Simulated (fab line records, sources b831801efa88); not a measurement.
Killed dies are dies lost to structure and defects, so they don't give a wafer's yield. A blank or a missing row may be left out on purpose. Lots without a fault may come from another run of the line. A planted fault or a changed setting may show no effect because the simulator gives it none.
One fault seen from 2 desks | flow sky130 | each desk has only its own numbers; what lay behind them comes last

THE METROLOGY DESK
What the gauges read, lot by lot, whatever tool the lot ran on: means of the sampled wafers that have a number. A lot is out of limits, marked OUT, if its mean lies more than 4 standard deviations from the usual mean; the brackets give that distance.
Columns: A = LI_CONTACT_BOW at SKY_LI_CONTACT_BOW_MEAS_03, usual 55 um; B = LOCAL_INTERCONNECT_TIN_THK at SKY_LOCAL_INTERCONNECT_THK_MEAS_02, usual 100.8 nm; C = LOCAL_INTERCONNECT_OVL at SKY_LOCAL_INTERCONNECT_OVL_MEAS_12, usual -3 nm
lot  | first seen here | A  | B     | C
L833 | day 28 01:53    | 61 | 98.8  | 4
L834 | day 28 05:23    | 53 | 100.8 | 6
L835 | day 28 15:15    | 60 | 100.5 | -8
L837 | day 29 06:09    | 53 | 99.6  | 3
L841 | day 31 04:05    | 60 | 100.1 | -7
L842 | day 31 04:38    | 53 | 101.0 | -3
L843 | day 31 06:09    | 53 | 98.9  | 0
L844 | day 31 21:26    | 45 | 99.9  | 5
L845 | day 32 01:05    | 56 | 103.0 | -10
L847 | day 32 12:05    | 59 | 100.4 | -4
L854 | day 34 16:41    | 54 | 100.0 | -8
L855 | day 35 00:39    | 51 | 100.7 | -5
L856 | day 35 04:43    | 53 | 100.9 | -3
This desk's finding: nothing out of limits on any of the 13 lots.

THE TOOL OWNER'S DESK: rie_metal-02
The tool's own readings at SKY_LOCAL_INTERCONNECT_METAL_ETCH_14 (etches TiN in Cl2/BCl3, stops on PSG, target depth 110 nm, time 31.4 s): means of the sampled wafers that have a number, for each lot that ran on this tool. A lot is out of limits, marked OUT, if its mean lies more than 4 standard deviations from the usual mean; the brackets give that distance.
Columns: A = drypump_motor_current_A at SKY_LOCAL_INTERCONNECT_METAL_ETCH_14, usual 5.5 A; B = oes_product_au at SKY_LOCAL_INTERCONNECT_METAL_ETCH_14, usual 0.941 a.u.; C = run_length_s at SKY_LOCAL_INTERCONNECT_METAL_ETCH_14, usual 59.8 s; D = throttle_valve_pct at SKY_LOCAL_INTERCONNECT_METAL_ETCH_14, usual 21.903 %
lot  | first seen here | A   | B                | C    | D
L841 | day 33 12:23    | 5.4 | 0.941            | 59.4 | 21.903
L843 | day 33 13:21    | 5.7 | 0.931            | 59.3 | 21.912
L844 | day 34 03:58    | 5.7 | 0.931            | 59.3 | 21.907
L845 | day 34 08:43    | 6.0 | 0.974 (+4.9) OUT | 58.1 | 21.887
This desk's finding: out of limits on L845; first on L845, day 34 08:43 (oes_product_au at SKY_LOCAL_INTERCONNECT_METAL_ETCH_14). In limits: L841, L843, L844.

PUT TOGETHER
The tool owner's desk could have raised an alarm at day 34 08:43, on L845.
The metrology desk saw nothing out of limits.
The metrology desk has L845 on record, within its limits.
Of the lots named, all ran SKY_LOCAL_INTERCONNECT_METAL_ETCH_14 on rie_metal-02.

WHAT THE SIMULATOR HAD PUT IN
Process parameter drift: rie_metal-02, from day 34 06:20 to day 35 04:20, at SKY_LOCAL_INTERCONNECT_METAL_ETCH_14. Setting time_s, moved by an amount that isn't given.
Lots struck among those shown: L845.
Hours from the fault's start to each desk's first reading out of limits: the tool owner's desk, 2.
